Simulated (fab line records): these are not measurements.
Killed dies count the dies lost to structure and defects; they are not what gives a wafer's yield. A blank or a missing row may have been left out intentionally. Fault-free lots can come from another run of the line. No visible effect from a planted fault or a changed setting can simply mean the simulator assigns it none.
Problem report in the 8D (eight disciplines) form, filled by code | flow sky130 | the parts of the form that need people (team, actions taken, sign-off) are left out

## 1. WHAT WENT WRONG
SD_N_RS at SKY_SD_N_RS_MEAS_16 reads a mean of 71.45 ohm/sq on 6 wafers of 2 lots; wafers without a fault read 68.63 ohm/sq with a standard deviation of 0.11. Relative to the usual mean, that is a shift of +26 standard deviations.
The step: measures by four-point-probe.
First seen on wafer L116.1, day 32 03:37, on film_metro-04. At this step, 39 wafers from 13 lots have a number in the record. Rule for "out" (also "out of limits"): further than 4 standard deviations from the usual mean. Any other wafer with a number is counted as sound.

## 2. WHAT IT IS AND WHAT IT IS NOT
question                    | is                           | is not
which readings at this step | SD_N_RS                      | -
which lots                  | L116, L118                   | L104, L106, L108, L109, L110, L115, L119, L121, L123, L125, L127
which wafers of those lots  | all that have a number       | -
read on which gauges        | film_metro-02, film_metro-04 | film_metro-03
when                        | from day 32 03:37            | up to then (18 sound wafers); but 15 sound wafers of L119, L121, L123, L125, L127 came after

## 3. WHAT RULES OUT EACH SUSPECT
Counting: a tool at any process step up to the reading remains a suspect when it ran all the lots that are out and ran no sound lot after the first of those.
- the gauge at SKY_SD_N_RS_MEAS_16 has been ruled out. Those wafers that are out were read across 2 gauges (film_metro-02, film_metro-04).
- rtp_anneal-01 at SKY_SD_N_RTA_14 (time 2 s): kept. Every lot that is out went through it, starting with L116 (day 32 03:26), and after that it ran no sound lot; the last sound lot it ran before then is L110 (day 30 01:56). Out on those wafers are its own readings of lamp_power_pct.
After counting, what remains is rtp_anneal-01 at SKY_SD_N_RTA_14.

## 4. THE CAUSE (what the simulator had put in)
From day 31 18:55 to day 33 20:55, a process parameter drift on rtp_anneal-01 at SKY_SD_N_RTA_14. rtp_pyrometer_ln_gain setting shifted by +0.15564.
Only this tool survived the counting.

## 5. THE EFFECT CHAIN, in route order
Rows list readings where the struck wafers' mean (over those with a number) sits beyond 3 standard deviations from the usual. Only readings whose record carries a usual standard deviation are examined. hours: median over the lots of the time between each lot's start at the first step of this table that gives one and its start at this step. sigmas: the change, counted in usual standard deviations.
hours | step                | reading        | usual        | on struck wafers | change | sigmas
0     | SKY_SD_N_RTA_14     | lamp_power_pct | 15.73 %      | 15.12            | -0.62  | -12
0     | SKY_SD_N_RS_MEAS_16 | SD_N_RS        | 68.63 ohm/sq | 71.45            | +2.82  | +26
0     | SKY_SD_N_RS_MEAS_17 | SD_P_RS        | 147.5 ohm/sq | 163.8            | +16.3  | +44
Its process steps:
- SKY_SD_N_RTA_14: time 2 s.
Later measuring or inspecting steps at which every struck wafer that the step has a row for has a number for every such reading, and none has moved that far: SKY_LI_CONTACT_THK_MEAS_01.

## 6. WHAT WOULD HAVE CAUGHT IT SOONER
Counted from the fault's start at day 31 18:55, it took 9 hours until the first out-of-limits reading at a measuring or inspecting step in this record, taken at day 32 03:37.
At SKY_SD_N_RTA_14, the tool's own readings (lamp_power_pct) were out on each struck wafer the step has a row for, so an alarm limit on them would have fired on the first such wafer.
L118, from the lots that are out (2), started SKY_SD_N_RTA_14 on rtp_anneal-01 later than day 32 03:37. Holding the tool at that time would have saved it.
